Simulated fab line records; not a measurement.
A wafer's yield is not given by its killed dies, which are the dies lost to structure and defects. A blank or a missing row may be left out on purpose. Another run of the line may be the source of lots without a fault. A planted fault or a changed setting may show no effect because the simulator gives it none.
What tool caused it? / flow gf180mcu / 36 wafers from 12 lots sampled at 4 of the route's 602 steps

== WHAT EACH GAUGE READ, for each wafer ==
GF_PASSIVATION_BOW_MEAS_14. Usual: PASSIVATION_BOW gives 137 um (standard deviation 12).
lot=L301; measured=day 29 12:37; on=filmMetro-04; PASSIVATION_BOW (um)=164 164 160; flag=
lot=L302; measured=day 29 19:16; on=filmMetro-02; PASSIVATION_BOW (um)=134 133 135; flag=
lot=L303; measured=day 30 06:28; on=filmMetro-01; PASSIVATION_BOW (um)=125 129 139; flag=
lot=L306; measured=day 31 07:20; on=filmMetro-02; PASSIVATION_BOW (um)=140 130 133; flag=
lot=L307; measured=day 31 10:29; on=filmMetro-01; PASSIVATION_BOW (um)=147 144 145; flag=
lot=L308; measured=day 31 12:01; on=filmMetro-02; PASSIVATION_BOW (um)=150 141 137; flag=
lot=L309; measured=day 31 17:50; on=filmMetro-01; PASSIVATION_BOW (um)=142 139 131; flag=
lot=L311; measured=day 32 06:29; on=filmMetro-04; PASSIVATION_BOW (um)=140 137 134; flag=
lot=L312; measured=day 32 16:46; on=filmMetro-02; PASSIVATION_BOW (um)=118 116 116; flag=
lot=L320; measured=day 34 10:47; on=filmMetro-02; PASSIVATION_BOW (um)=127 129 129; flag=
lot=L321; measured=day 34 15:47; on=filmMetro-01; PASSIVATION_BOW (um)=157 154 144; flag=
lot=L323; measured=day 34 23:02; on=filmMetro-02; PASSIVATION_BOW (um)=131 132 144; flag=

== WHAT TOOL EACH LOT RAN ON (gives the tool, then ch and the chambers of the sampled wafers, and finally the start) ==
lot=L301; GF_V3_ETCH_16=rieDiel-04 ch 0,2,3, day 23 02:11; GF_MIM_SPUTTER_08=pvdSputter-03, day 25 04:12; GF_V5_STRIP_18=plasmaAsher-02 ch 0,1, day 27 19:53
lot=L302; GF_V3_ETCH_16=rieDiel-03 ch 0,2,3, day 23 09:04; GF_MIM_SPUTTER_08=pvdSputter-03, day 25 10:11; GF_V5_STRIP_18=plasmaAsher-01 ch 0,1, day 28 02:41
lot=L303; GF_V3_ETCH_16=rieDiel-01 ch 0,1,3, day 23 17:11; GF_MIM_SPUTTER_08=pvdSputter-04, day 25 17:14; GF_V5_STRIP_18=plasmaAsher-02 ch 0,1, day 28 09:07
lot=L306; GF_V3_ETCH_16=rieDiel-01 ch 0,1,3, day 25 00:53; GF_MIM_SPUTTER_08=pvdSputter-04, day 26 22:50; GF_V5_STRIP_18=plasmaAsher-02 ch 0,1, day 29 15:02
lot=L307; GF_V3_ETCH_16=rieDiel-01 ch 0,1,3, day 25 05:26; GF_MIM_SPUTTER_08=pvdSputter-03, day 27 03:24; GF_V5_STRIP_18=plasmaAsher-01 ch 0,1, day 29 17:08
lot=L308; GF_V3_ETCH_16=rieDiel-04 ch 0,1,3, day 25 06:19; GF_MIM_SPUTTER_08=pvdSputter-04, day 27 04:53; GF_V5_STRIP_18=plasmaAsher-01 ch 0,1, day 29 18:41
lot=L309; GF_V3_ETCH_16=rieDiel-01 ch 0,2,3, day 25 14:31; GF_MIM_SPUTTER_08=pvdSputter-03, day 27 12:52; GF_V5_STRIP_18=plasmaAsher-01 ch 0,1, day 30 00:17
lot=L311; GF_V3_ETCH_16=rieDiel-04 ch 0,2,3, day 26 07:14; GF_MIM_SPUTTER_08=pvdSputter-01, day 28 04:34; GF_V5_STRIP_18=plasmaAsher-01 ch 0,1, day 30 13:38
lot=L312; GF_V3_ETCH_16=rieDiel-01 ch 2,3, day 26 15:32; GF_MIM_SPUTTER_08=pvdSputter-01, day 28 18:28; GF_V5_STRIP_18=plasmaAsher-03 ch 0,1, day 31 01:53
lot=L320; GF_V3_ETCH_16=rieDiel-04 ch 1,3, day 28 20:56; GF_MIM_SPUTTER_08=pvdSputter-03, day 30 17:41; GF_V5_STRIP_18=plasmaAsher-02 ch 0,1, day 32 22:44
lot=L321; GF_V3_ETCH_16=rieDiel-04 ch 0,1,2, day 29 06:14; GF_MIM_SPUTTER_08=pvdSputter-03, day 30 23:48; GF_V5_STRIP_18=plasmaAsher-01 ch 0,1, day 33 04:05
lot=L323; GF_V3_ETCH_16=rieDiel-03 ch 0,2,3, day 29 16:47; GF_MIM_SPUTTER_08=pvdSputter-04, day 31 09:38; GF_V5_STRIP_18=plasmaAsher-02 ch 0,1, day 33 13:20
- GF_V3_ETCH_16: etches BARC in N2/H2.
- GF_MIM_SPUTTER_08: material AlCu, target thk 200 nm, time 10.6 s.
- GF_V5_STRIP_18: strips in O2/N2.

== AS READ BY THE TOOLS THEMSELVES (means over the sampled wafers that have a number; for cases with no such wafer, the mark the record gives instead) ==
GF_V3_ETCH_16. Usual: drypumpMotorCurrentA 5.8 A, standard deviation 0.36; oesProductAu 0.855 a.u., standard deviation 0.0048; rfFwdPowerW 495.9 W, standard deviation 2.3; throttleValvePct 13.224 %, standard deviation 0.0099.
lot=L301; tool=rieDiel-04; drypumpMotorCurrentA (A)=6.3; oesProductAu (a.u.)=0.853; rfFwdPowerW (W)=496.5; throttleValvePct (%)=13.218; flag=
lot=L302; tool=rieDiel-03; drypumpMotorCurrentA (A)=5.9; oesProductAu (a.u.)=0.855; rfFwdPowerW (W)=495.0; throttleValvePct (%)=13.218; flag=
lot=L303; tool=rieDiel-01; drypumpMotorCurrentA (A)=5.7; oesProductAu (a.u.)=0.852; rfFwdPowerW (W)=496.0; throttleValvePct (%)=13.224; flag=
lot=L306; tool=rieDiel-01; drypumpMotorCurrentA (A)=5.7; oesProductAu (a.u.)=0.857; rfFwdPowerW (W)=497.0; throttleValvePct (%)=13.224; flag=
lot=L307; tool=rieDiel-01; drypumpMotorCurrentA (A)=5.7; oesProductAu (a.u.)=0.853; rfFwdPowerW (W)=496.2; throttleValvePct (%)=13.222; flag=
lot=L308; tool=rieDiel-04; drypumpMotorCurrentA (A)=6.1; oesProductAu (a.u.)=0.854; rfFwdPowerW (W)=496.3; throttleValvePct (%)=13.227; flag=
lot=L309; tool=rieDiel-01; drypumpMotorCurrentA (A)=5.6; oesProductAu (a.u.)=0.856; rfFwdPowerW (W)=496.7; throttleValvePct (%)=13.218; flag=
lot=L311; tool=rieDiel-04; drypumpMotorCurrentA (A)=6.2; oesProductAu (a.u.)=0.852; rfFwdPowerW (W)=495.5; throttleValvePct (%)=13.231; flag=
lot=L312; tool=rieDiel-01; drypumpMotorCurrentA (A)=5.6; oesProductAu (a.u.)=0.852; rfFwdPowerW (W)=495.9; throttleValvePct (%)=13.215; flag=
lot=L320; tool=rieDiel-04; drypumpMotorCurrentA (A)=6.3; oesProductAu (a.u.)=0.856; rfFwdPowerW (W)=496.4; throttleValvePct (%)=13.230; flag=
lot=L321; tool=rieDiel-04; drypumpMotorCurrentA (A)=6.0; oesProductAu (a.u.)=0.856; rfFwdPowerW (W)=496.7; throttleValvePct (%)=13.222; flag=
lot=L323; tool=rieDiel-03; drypumpMotorCurrentA (A)=5.9; oesProductAu (a.u.)=0.855; rfFwdPowerW (W)=494.9; throttleValvePct (%)=13.225; flag=

GF_MIM_SPUTTER_08. Usual: chamberPressurePa 0.3999 Pa, standard deviation 0.0008; throttleValvePct 30.0 %, standard deviation 1.2.
lot=L301; tool=pvdSputter-03; chamberPressurePa (Pa)=0.3988; throttleValvePct (%)=28.8; flag=
lot=L302; tool=pvdSputter-03; chamberPressurePa (Pa)=0.4001; throttleValvePct (%)=28.1; flag=
lot=L303; tool=pvdSputter-04; chamberPressurePa (Pa)=0.4003; throttleValvePct (%)=30.3; flag=
lot=L306; tool=pvdSputter-04; chamberPressurePa (Pa)=0.4004; throttleValvePct (%)=30.3; flag=
lot=L307; tool=pvdSputter-03; chamberPressurePa (Pa)=0.3998; throttleValvePct (%)=30.3; flag=
lot=L308; tool=pvdSputter-04; chamberPressurePa (Pa)=0.4005; throttleValvePct (%)=30.3; flag=
lot=L309; tool=pvdSputter-03; chamberPressurePa (Pa)=0.4003; throttleValvePct (%)=30.5; flag=
lot=L311; tool=pvdSputter-01; chamberPressurePa (Pa)=0.4004; throttleValvePct (%)=29.7; flag=
lot=L312; tool=pvdSputter-01; chamberPressurePa (Pa)=0.4001; throttleValvePct (%)=30.2; flag=
lot=L320; tool=pvdSputter-03; chamberPressurePa (Pa)=0.4005; throttleValvePct (%)=28.5; flag=
lot=L321; tool=pvdSputter-03; chamberPressurePa (Pa)=0.4001; throttleValvePct (%)=29.7; flag=
lot=L323; tool=pvdSputter-04; chamberPressurePa (Pa)=0.3998; throttleValvePct (%)=30.7; flag=

GF_V5_STRIP_18. Usual: drypumpMotorCurrentA 5.6 A, standard deviation 0.4; heaterPowerW 328 W, standard deviation 30; oesProductAu 0.568 a.u., standard deviation 0.0056.
lot=L301; tool=plasmaAsher-02; drypumpMotorCurrentA (A)=5.6; heaterPowerW (W)=346; oesProductAu (a.u.)=0.573; flag=
lot=L302; tool=plasmaAsher-01; drypumpMotorCurrentA (A)=5.8; heaterPowerW (W)=297; oesProductAu (a.u.)=0.567; flag=
lot=L303; tool=plasmaAsher-02; drypumpMotorCurrentA (A)=5.7; heaterPowerW (W)=349; oesProductAu (a.u.)=0.572; flag=
lot=L306; tool=plasmaAsher-02; drypumpMotorCurrentA (A)=5.6; heaterPowerW (W)=338; oesProductAu (a.u.)=0.566; flag=
lot=L307; tool=plasmaAsher-01; drypumpMotorCurrentA (A)=5.3; heaterPowerW (W)=290; oesProductAu (a.u.)=0.568; flag=
lot=L308; tool=plasmaAsher-01; drypumpMotorCurrentA (A)=5.3; heaterPowerW (W)=292; oesProductAu (a.u.)=0.571; flag=
lot=L309; tool=plasmaAsher-01; drypumpMotorCurrentA (A)=5.7; heaterPowerW (W)=298; oesProductAu (a.u.)=0.564; flag=
lot=L311; tool=plasmaAsher-01; drypumpMotorCurrentA (A)=5.7; heaterPowerW (W)=298; oesProductAu (a.u.)=0.568; flag=
lot=L312; tool=plasmaAsher-03; drypumpMotorCurrentA (A)=5.7; heaterPowerW (W)=345; oesProductAu (a.u.)=0.568; flag=
lot=L320; tool=plasmaAsher-02; drypumpMotorCurrentA (A)=5.7; heaterPowerW (W)=349; oesProductAu (a.u.)=0.564; flag=
lot=L321; tool=plasmaAsher-01; drypumpMotorCurrentA (A)=5.7; heaterPowerW (W)=300; oesProductAu (a.u.)=0.563; flag=
lot=L323; tool=plasmaAsher-02; drypumpMotorCurrentA (A)=5.7; heaterPowerW (W)=352; oesProductAu (a.u.)=0.571; flag=

== THE ANSWER, worked out from the rows above alone ==
Rule: a lot counts as off when the mean over its wafers that have a number is more than 3 standard deviations away from the usual mean. Also off: a lot with no number at a reading for which 4 or more lots have one. Any other lot the step has rows for is counted as sound. After the gauges, taken in route order, come the tools' own readings; for these a lot's mean is taken, as printed above. The first step at which some lot is off is used, and at that step the reading that is off furthest; a lot without a number counts as furthest.
No lot is off on any of the readings shown, so nothing can be concluded from this.

== WHAT THE SIMULATOR HAD PUT IN ==
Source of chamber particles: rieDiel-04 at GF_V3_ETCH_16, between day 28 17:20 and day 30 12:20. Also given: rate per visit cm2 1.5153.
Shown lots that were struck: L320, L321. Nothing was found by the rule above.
